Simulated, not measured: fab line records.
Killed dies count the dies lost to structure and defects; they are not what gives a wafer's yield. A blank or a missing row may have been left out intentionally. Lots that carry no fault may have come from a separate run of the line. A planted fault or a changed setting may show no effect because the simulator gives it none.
Which of the tools did it? | flow sfqLine | 7 lots, 21 wafers sampled, at 1 step of a route of 325

== WHAT THE GAUGES SHOWED, per wafer ==
SFQ_M3_OVL_MEAS_921.
lot  | measured     | on         | M3_OVL (nm)
L955 | day 44 11:42 | overlay-01 | 0 -8 -8
L958 | day 45 18:54 | overlay-02 | -2 -3 -3
L960 | day 47 19:44 | overlay-02 | -9 -10 -10
L963 | day 48 06:32 | overlay-01 | 13 0 12
L968 | day 50 04:46 | overlay-02 | 2 -2 5
L970 | day 51 04:50 | overlay-02 | 7 -1 0
L972 | day 51 14:26 | overlay-02 | 13 12 7

== TOOL THAT RAN EACH LOT (tool first, then ch and the chambers of the sampled wafers, then the start) ==
Record: no process step prior to these readings.

== THE ANSWER, worked out from the rows above alone ==
Rule: the usual values come from the lots themselves. The widest of any qualifying gaps counts: lots, ordered by their means at a reading, are off when they make up no more than a third of the lots, leave a main group of 4 or more, and stand apart from it by 3 or more times the standard deviation of that group's means. If all means in a main group match to the digits the tables above print for the reading, that group is not used. Also off: a lot with no number at a reading for which 4 or more lots have one. All remaining lots with rows at the step are treated as sound.
None of the lots is off at any reading shown; this tells nothing.

== WHAT HAD BEEN PUT IN BY THE SIMULATOR ==
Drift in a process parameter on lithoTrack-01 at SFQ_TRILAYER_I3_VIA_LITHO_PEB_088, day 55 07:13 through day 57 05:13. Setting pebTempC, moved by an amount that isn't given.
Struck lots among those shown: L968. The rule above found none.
